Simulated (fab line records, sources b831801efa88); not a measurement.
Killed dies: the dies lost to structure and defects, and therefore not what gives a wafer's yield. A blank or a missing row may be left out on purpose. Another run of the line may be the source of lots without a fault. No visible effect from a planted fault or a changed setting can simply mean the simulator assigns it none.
A struck lot beside a sound one / flow gf180mcu / 23 out of 602 route steps
Sound: the wafers L983.3, L983.4, L983.5. Struck: wafer L994.2. (L994.3, L994.5 of the same lot were not struck and are left out.) The cause comes at the end.
Each step with rows lists, per side, the tool, then ch with its chambers, then its first start. Under that, the readings that differ: sound wafers / struck wafers / difference of the means / sigmas: that difference in standard deviations of wafers without a fault.
alike: readings whose means differ by less than 2 such deviations, and words and numbers that are the same on both sides. not compared: withheld readings, readings that some wafer has no value for, bounds like >300 that may hide the same value, and numbers for which the record gives no deviation and whose values overlap.
Wherever a step has rows on one side only, a row that says differs or no value, or a row with sigmas, the two part there. Non-overlapping numbers with no deviation appear without sigmas and do not part them. A reading missing from all wafers of one side parts the sides only when that side holds two or more wafers.

first, 2 steps without rows for these wafers: GF_HV_LDD_PEB_29; GF_HV_LDD_DEVELOP_30 (develop time 60 s).
GF_HV_LDD_CD_MEAS_31: the cd target is 400 nm.
  struck on cd sem-02, day 16 09:11; sound on cd sem-02, day 12 16:17
  alike: cd nm
GF_HV_LDD_OVL_MEAS_32:
  struck on overlay-01, day 16 09:17; sound on overlay-01, day 12 16:22
  alike: HV_LDD_02_OVL
then, 4 steps without rows for these wafers: GF_HV_LDD_IMPLANT_33; GF_HV_LDD_IMPLANT_34; GF_HV_LDD_IMPLANT_35; GF_HV_LDD_IMPLANT_36.
GF_HV_LDD_STRIP_37: strips in O2/N2.
  sound on plasma asher-03 ch 0,1, day 12 17:02; struck on plasma asher-01 ch 1, day 16 09:55
reading=oes product au (a.u.); sound=0.712 0.725 0.720; struck=0.706; difference=-0.013; sigmas=-3
reading=rf hours counter h (h); sound=- - -; struck=23; difference=no value on the sound wafers; sigmas=
reading=strip time to endpoint s (s); sound=12.65 12.62 12.60; struck=12.73; difference=+0.11; sigmas=+3
  alike: drypump motor current A, heater power w
GF_HV_LDD_TW_MEAS_38:
  struck on film metro-02, day 16 10:02; sound on film metro-03, day 12 17:07
  alike: HV_LDD_3_TW
then, 2 steps without rows for these wafers: GF_HV_LDD_DEHYDRATE_39 (time 60 s); GF_HV_LDD_HMDS_40 (prime time 60 s).
GF_HV_LDD_COAT_41: resist thk 1000 nm.
  sound on litho track-03 ch 0, day 13 02:53; struck on litho track-03 ch 0, day 16 21:04
reading=model.NOVOLAK_of_HV_LDD_COAT_41.thk nm (nm); sound=1002 1008 1009; struck=429.1; difference=-577.2; sigmas=
then, 3 steps without rows for these wafers: GF_HV_LDD_SOFTBAKE_42 (time 60 s); GF_HV_LDD_EXPOSE_43 (exposes mask Pplus HV AREA, target cd 400 nm); GF_HV_LDD_PEB_44.
GF_HV_LDD_DEVELOP_45: develop time 60 s.
  sound on litho track-01 ch 0, day 13 12:51; struck on litho track-02 ch 0, day 17 08:26
reading=model.NOVOLAK_of_HV_LDD_COAT_41.thk nm (nm); sound=1001 1008 1008; struck=428.7; difference=-577.0; sigmas=
GF_HV_LDD_CD_MEAS_46: the cd target is 400 nm.
  struck on cd sem-01, day 17 08:35; sound on cd sem-02, day 13 12:59
reading=cd nm (nm); sound=396.6 395.4 396.6; struck=476.5; difference=+80.3; sigmas=+36
GF_HV_LDD_OVL_MEAS_47:
  struck on overlay-01, day 17 08:42; sound on overlay-01, day 13 13:05
  alike: HV_LDD_03_OVL
following that, these wafers have no rows for 1 step: GF_HV_LDD_IMPLANT_48.
GF_HV_LDD_STRIP_49: strips in O2/N2.
  sound on plasma asher-02 ch 0,1, day 13 13:17; struck on plasma asher-03 ch 1, day 17 08:53
reading=oes product au (a.u.); sound=0.716 0.713 0.716; struck=0.478; difference=-0.237; sigmas=-50
reading=rf hours counter h (h); sound=- - -; struck=78; difference=no value on the sound wafers; sigmas=
reading=strip time to endpoint s (s); sound=12.65 12.71 12.73; struck=5.81; difference=-6.89; sigmas=-99 or more
  alike: drypump motor current A, heater power w
GF_HV_LDD_TW_MEAS_50:
  struck on film metro-03, day 17 08:59; sound on film metro-04, day 13 13:23
  alike: HV_LDD_4_TW
following that, these wafers have no rows for 1 step: GF_PASSIVATION_PROBE_99.

## WHERE THEY PART
Earliest at GF_HV_LDD_STRIP_37; latest, in this record, at GF_HV_LDD_STRIP_49. Later steps at which nothing parts them and some readings are alike: GF_HV_LDD_TW_MEAS_50.

WHY: what had been put in by the simulator
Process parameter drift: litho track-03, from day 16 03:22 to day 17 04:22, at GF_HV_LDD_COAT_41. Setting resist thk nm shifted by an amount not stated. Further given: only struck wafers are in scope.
